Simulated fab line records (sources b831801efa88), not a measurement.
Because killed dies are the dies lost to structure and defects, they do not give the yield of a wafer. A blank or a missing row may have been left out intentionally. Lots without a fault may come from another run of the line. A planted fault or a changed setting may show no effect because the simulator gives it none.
Chamber matching / flow sky130 / SKY_VIA4_CMP_21 on cmp-01: 4 sister chambers
The step polishes, stops on SiO2, t overpolish 25 s, target thk 0 nm. 33 wafers are shown with their chamber, then 12 later ones without.

== WAFERS PAIRED WITH THEIR CHAMBERS ==
wafer=L076.1; chamber=0; motor current A (A)=13.0; time to endpoint s (s)=125; overpolish run s (s)=24.987
wafer=L076.2; chamber=3; motor current A (A)=10.7; time to endpoint s (s)=124; overpolish run s (s)=25.009
wafer=L076.4; chamber=1; motor current A (A)=11.1; time to endpoint s (s)=120; overpolish run s (s)=24.996
wafer=L079.3; chamber=1; motor current A (A)=10.7; time to endpoint s (s)=114; overpolish run s (s)=25.000
wafer=L079.5; chamber=3; motor current A (A)=10.3; time to endpoint s (s)=123; overpolish run s (s)=25.000
wafer=L079.6; chamber=2; motor current A (A)=10.3; time to endpoint s (s)=109; overpolish run s (s)=25.006
wafer=L080.2; chamber=3; motor current A (A)=10.5; time to endpoint s (s)=121; overpolish run s (s)=25.002
wafer=L080.4; chamber=0; motor current A (A)=14.1; time to endpoint s (s)=117; overpolish run s (s)=25.009
wafer=L080.5; chamber=2; motor current A (A)=10.3; time to endpoint s (s)=112; overpolish run s (s)=24.996
wafer=L082.2; chamber=0; motor current A (A)=13.1; time to endpoint s (s)=128; overpolish run s (s)=25.006
wafer=L082.5; chamber=3; motor current A (A)=9.7; time to endpoint s (s)=130; overpolish run s (s)=25.004
wafer=L082.6; chamber=2; motor current A (A)=10.1; time to endpoint s (s)=124; overpolish run s (s)=25.006
wafer=L083.2; chamber=1; motor current A (A)=10.5; time to endpoint s (s)=121; overpolish run s (s)=25.008
wafer=L083.4; chamber=0; motor current A (A)=13.7; time to endpoint s (s)=125; overpolish run s (s)=25.005
wafer=L083.6; chamber=1; motor current A (A)=10.5; time to endpoint s (s)=120; overpolish run s (s)=25.012
wafer=L084.1; chamber=2; motor current A (A)=10.2; time to endpoint s (s)=117; overpolish run s (s)=24.991
wafer=L084.4; chamber=0; motor current A (A)=14.1; time to endpoint s (s)=121; overpolish run s (s)=25.008
wafer=L084.6; chamber=0; motor current A (A)=13.9; time to endpoint s (s)=127; overpolish run s (s)=25.002
wafer=L085.1; chamber=3; motor current A (A)=10.5; time to endpoint s (s)=127; overpolish run s (s)=24.994
wafer=L085.4; chamber=0; motor current A (A)=14.4; time to endpoint s (s)=120; overpolish run s (s)=25.005
wafer=L085.5; chamber=1; motor current A (A)=10.8; time to endpoint s (s)=124; overpolish run s (s)=25.009
wafer=L087.3; chamber=0; motor current A (A)=13.4; time to endpoint s (s)=126; overpolish run s (s)=25.023
wafer=L087.4; chamber=2; motor current A (A)=10.1; time to endpoint s (s)=125; overpolish run s (s)=25.002
wafer=L087.6; chamber=3; motor current A (A)=10.2; time to endpoint s (s)=127; overpolish run s (s)=25.000
wafer=L088.3; chamber=1; motor current A (A)=10.7; time to endpoint s (s)=117; overpolish run s (s)=24.994
wafer=L088.4; chamber=2; motor current A (A)=9.9; time to endpoint s (s)=116; overpolish run s (s)=24.986
wafer=L088.5; chamber=0; motor current A (A)=13.2; time to endpoint s (s)=126; overpolish run s (s)=24.999
wafer=L089.1; chamber=2; motor current A (A)=10.2; time to endpoint s (s)=122; overpolish run s (s)=25.003
wafer=L089.2; chamber=0; motor current A (A)=14.0; time to endpoint s (s)=126; overpolish run s (s)=24.992
wafer=L089.5; chamber=3; motor current A (A)=10.4; time to endpoint s (s)=129; overpolish run s (s)=24.994
wafer=L090.3; chamber=0; motor current A (A)=13.7; time to endpoint s (s)=120; overpolish run s (s)=24.991
wafer=L090.4; chamber=2; motor current A (A)=10.3; time to endpoint s (s)=115; overpolish run s (s)=24.999
wafer=L090.5; chamber=1; motor current A (A)=10.9; time to endpoint s (s)=122; overpolish run s (s)=25.002

SIGNATURES (averages over the wafers above)
reading=motor current A; chamber 0=13.691; chamber 1=10.743; chamber 2=10.175; chamber 3=10.329; scatter within a chamber=0.33
reading=time to endpoint s; chamber 0=123.73; chamber 1=119.71; chamber 2=117.50; chamber 3=125.86; scatter within a chamber=4.1
reading=overpolish run s; chamber 0=25.00245; chamber 1=25.00300; chamber 2=24.99863; chamber 3=25.00043; scatter within a chamber=0.00794
Rule: for each reading, subtract the chamber's mean from the wafer's reading, divide by that reading's scatter and square the result; add these up over the readings and take the root, which gives the wafer's distance from the chamber. The wafer belongs to the nearest chamber; if the next one is less than 2 further off, it can't be placed. The scatter: the root of (the sum of the squares of (reading less its chamber's mean) over the shown wafers, divided by (wafers less chambers)).

== WAFERS WHOSE CHAMBER IS MISSING ==
wafer=L091.1; motor current A (A)=13.9; time to endpoint s (s)=123; overpolish run s (s)=24.992
wafer=L091.3; motor current A (A)=10.6; time to endpoint s (s)=121; overpolish run s (s)=25.008
wafer=L091.6; motor current A (A)=11.3; time to endpoint s (s)=119; overpolish run s (s)=25.012
wafer=L094.2; motor current A (A)=13.4; time to endpoint s (s)=123; overpolish run s (s)=25.016
wafer=L094.3; motor current A (A)=10.4; time to endpoint s (s)=117; overpolish run s (s)=24.998
wafer=L094.4; motor current A (A)=10.9; time to endpoint s (s)=121; overpolish run s (s)=24.993
wafer=L095.1; motor current A (A)=10.0; time to endpoint s (s)=121; overpolish run s (s)=24.992
wafer=L095.4; motor current A (A)=13.5; time to endpoint s (s)=123; overpolish run s (s)=24.989
wafer=L095.5; motor current A (A)=10.3; time to endpoint s (s)=121; overpolish run s (s)=25.012
wafer=L096.1; motor current A (A)=10.8; time to endpoint s (s)=121; overpolish run s (s)=25.008
wafer=L096.4; motor current A (A)=10.3; time to endpoint s (s)=120; overpolish run s (s)=25.004
wafer=L096.6; motor current A (A)=11.2; time to endpoint s (s)=119; overpolish run s (s)=25.006

== EACH ONE'S CHAMBER ==
wafer=L091.1; from the rows above=0; in truth=0
wafer=L091.3; from the rows above=can't be placed: 1 or 3 or 2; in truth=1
wafer=L091.6; from the rows above=can't be placed: 1 or 3 or 2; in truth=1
wafer=L094.2; from the rows above=0; in truth=0
wafer=L094.3; from the rows above=can't be placed: 2 or 1 or 3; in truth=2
wafer=L094.4; from the rows above=can't be placed: 1 or 3 or 2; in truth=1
wafer=L095.1; from the rows above=can't be placed: 2 or 3 or 1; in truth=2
wafer=L095.4; from the rows above=0; in truth=0
wafer=L095.5; from the rows above=can't be placed: 1 or 3 or 2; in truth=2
wafer=L096.1; from the rows above=can't be placed: 1 or 3 or 2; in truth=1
wafer=L096.4; from the rows above=can't be placed: 2 or 1 or 3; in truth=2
wafer=L096.6; from the rows above=can't be placed: 1 or 3 or 2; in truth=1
3 of 12 placed correctly. Unplaceable from these rows: 9, with the true chamber sitting among the candidates in 9. Number placed wrongly: 0.
